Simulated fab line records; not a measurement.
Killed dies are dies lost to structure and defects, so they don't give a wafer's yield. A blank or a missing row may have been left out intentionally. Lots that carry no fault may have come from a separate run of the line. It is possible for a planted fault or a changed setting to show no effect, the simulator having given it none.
Code-filled problem report in 8D (eight disciplines) form	flow sky130	the parts of the form that need people (team, actions taken, sign-off) are left out

1. THE PROBLEM
RES_XHIGH_TW at SKY_RES_XHIGH_TW_MEAS_09 reads a mean of 1566 on 2 wafers of 2 lots; wafers without a fault read 1647 with a standard deviation of 12. Relative to the usual mean, that is a shift of -6.8 standard deviations.
First seen on wafer L132.2, day 32 04:10, on filmMetro-04. The record holds 40 wafers of 14 lots with a number at this step. Rule for "out" (also "out of limits"): further than 4 standard deviations from the usual mean. Any other wafer with a number is counted as sound.

2. WHAT THIS IS AND IS NOT
question	is	is not
which readings at this step	RES_XHIGH_TW	-
which lots	L132, L134	L116, L117, L120, L121, L124, L125, L126, L127, L136, L137, L138, L139
which wafers of those lots	L132.2, L134.3	L132.6, L134.6
read on which gauges	filmMetro-03, filmMetro-04	filmMetro-02
when	from day 32 04:10	up to then (25 sound wafers); but 13 sound wafers of L134, L136, L137, L138, L139 came after

3. WHAT RULES OUT EACH SUSPECT
Counting: a tool at a process step up to the reading stays a suspect if it ran every lot that is out. Sound lots after the first of them don't rule it out here, since some wafers of a struck lot are sound.
- the gauge at SKY_RES_XHIGH_TW_MEAS_09 has been ruled out. 2 gauges (filmMetro-03, filmMetro-04) read the wafers that are out.
- implanter-03 at SKY_RES_XHIGH_IMPLANT_07: kept. Every lot that is out went through it, the first being L132 (day 32 03:56); the last sound lot it ran before that was L126 (day 30 08:13).
Left after counting: implanter-03 at SKY_RES_XHIGH_IMPLANT_07.

4. THE CAUSE (what the simulator had put in)
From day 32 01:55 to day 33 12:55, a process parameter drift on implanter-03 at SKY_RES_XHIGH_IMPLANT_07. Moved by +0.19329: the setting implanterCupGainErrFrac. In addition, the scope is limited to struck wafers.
The count eliminated every tool but this one.

5. THE CHAIN OF EFFECTS, in route order
Each row: a reading whose mean over the struck wafers that have a number lies more than 3 standard deviations from the usual. Readings are gone through only where the record gives a usual standard deviation; hours: the median, over the lots, of the time from a lot's start at the first step in this table giving one to that lot's start at this step; sigmas: the change measured in usual standard deviations.
hours	step	reading	usual	on struck wafers	change	sigmas
0	SKY_RES_XHIGH_TW_MEAS_09	RES_XHIGH_TW	1647	1566	-81	-6.8
27	SKY_SD_N_RS_MEAS_18	RES_XHIGH_RS	333.6 ohm/sq	381.9	+48.3	+37

6. HOW IT WOULD HAVE BEEN CAUGHT EARLIER
2 hours passed between the start of the fault at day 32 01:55 and the first reading out of limits at a measuring or inspecting step in this record, taken at day 32 04:10.
An alarm limit of 4 standard deviations would not have fired on the tool readings at SKY_RES_XHIGH_IMPLANT_07 for which the record gives a usual standard deviation, since none of them was out on any struck wafer.
Among the 2 lots that are out, L134 began SKY_RES_XHIGH_IMPLANT_07 on implanter-03 after day 32 04:10. A tool hold placed at that time would have kept it from harm.
